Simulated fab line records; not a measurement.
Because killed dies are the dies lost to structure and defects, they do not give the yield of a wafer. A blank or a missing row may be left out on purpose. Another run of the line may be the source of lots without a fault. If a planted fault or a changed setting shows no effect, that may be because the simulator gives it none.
Which tool did it? ; flow sky130 ; Sampling: 12 lots, 36 wafers, 3 of 708 route steps

## WHAT THE GAUGES READ, wafer by wafer
SKY_VT_ADJUST_PCH_TW_MEAS_10. Usual: for VT_ADJUST_PCH_TW the level is 142.0 and the standard deviation is 1.1.
lot;measured;on;VT_ADJUST_PCH_TW;flag
L923;day 10 17:16;filmMetro-03;141.3 140.7 142.0;
L924;day 11 08:07;filmMetro-01;143.4 143.7 142.1;
L925;day 11 09:40;filmMetro-03;140.7 140.5 140.8;
L927;day 12 06:09;filmMetro-03;141.1 141.3 140.6;
L937;day 15 00:35;filmMetro-02;141.5 141.8 142.3;
L939;day 15 12:33;filmMetro-03;141.0 142.1 142.1;
L940;day 15 16:16;filmMetro-01;143.9 143.9 144.2;
L941;day 15 22:27;filmMetro-02;142.4 142.2 141.8;
L943;day 16 18:36;filmMetro-03;141.9 141.5 141.8;
L944;day 17 00:50;filmMetro-01;143.5 144.4 143.2;
L945;day 17 04:36;filmMetro-01;143.7 143.4 143.3;
L946;day 17 14:02;filmMetro-01;142.7 143.8 143.9;

SKY_SONOS_ONO_THK_MEAS_05. Usual: for SONOS_ONO_CVD_04_THK the level is 5.77 nm and the standard deviation is 0.098.
lot;measured;on;SONOS_ONO_CVD_04_THK (nm);flag
L923;day 12 00:07;filmMetro-04;5.56 5.60 5.57;
L924;day 12 15:05;filmMetro-01;5.60 5.64 5.62;
L925;day 12 17:19;filmMetro-04;5.75 5.82 5.79;
L927;day 13 11:52;filmMetro-01;5.77 5.80 5.90;
L937;day 16 08:32;filmMetro-04;5.81 5.74 5.82;
L939;day 16 20:50;filmMetro-01;5.80 5.74 5.66;
L940;day 17 03:26;filmMetro-01;5.62 5.62 5.50;
L941;day 17 08:51;filmMetro-01;5.75 5.84 5.75;
L943;day 18 05:48;filmMetro-02;5.95 5.90 5.92;
L944;day 18 11:33;filmMetro-04;5.83 5.94 5.88;
L945;day 18 15:56;filmMetro-02;5.69 5.76 5.55;
L946;day 19 01:39;filmMetro-04;5.84 5.95 5.87;

SKY_SONOS_ONO_CD_MEAS_13 targets a cd of 410 nm. Usual: cdNm reads 410.2 nm (standard deviation 2.2).
lot;measured;on;cdNm (nm);flag
L923;day 12 23:44;cdSem-01;412.0 411.8 411.0;
L924;day 13 15:42;cdSem-01;409.8 411.1 412.6;
L925;day 13 17:50;cdSem-02;411.8 409.5 410.6;
L927;day 14 12:31;cdSem-02;412.0 411.2 410.5;
L937;day 17 13:26;cdSem-02;411.5 413.9 411.0;
L939;day 18 01:35;cdSem-02;405.3 406.0 407.2;
L940;day 18 08:55;cdSem-01;412.7 412.7 414.0;
L941;day 18 14:04;cdSem-02;411.2 412.6 411.3;
L943;day 19 12:55;cdSem-02;411.3 411.6 412.4;
L944;day 19 18:12;cdSem-01;406.4 407.3 405.6;
L945;day 19 22:37;cdSem-02;413.2 410.8 410.1;
L946;day 20 08:54;cdSem-01;413.0 409.9 407.3;

## EACH LOT AND THE TOOL THAT RAN IT (in order: tool; ch and the chambers of the sampled wafers; start)
Before these readings, the record contains no process step.

## AS READ BY THE TOOLS THEMSELVES (means over the sampled wafers that have a number; for cases with no such wafer, the mark the record gives instead)
The record holds no such reading with a usual standard deviation.

## THE ANSWER, worked out from the rows above alone
Rule: a lot counts as off when the mean over its wafers that have a number is more than 3 standard deviations away from the usual mean. Also off: a lot with no number at a reading for which 4 or more lots have one. Any other lot the step has rows for is counted as sound. Order of review: gauges by route order, followed by the tools' own readings, for which a lot's mean as printed above is used. At the first step where some lot is off, the reading lying furthest off is the one used; lots without a number count as furthest.
Nothing can be told from this: no lot is off at any reading shown.

## WHAT THE SIMULATOR HAD PUT IN
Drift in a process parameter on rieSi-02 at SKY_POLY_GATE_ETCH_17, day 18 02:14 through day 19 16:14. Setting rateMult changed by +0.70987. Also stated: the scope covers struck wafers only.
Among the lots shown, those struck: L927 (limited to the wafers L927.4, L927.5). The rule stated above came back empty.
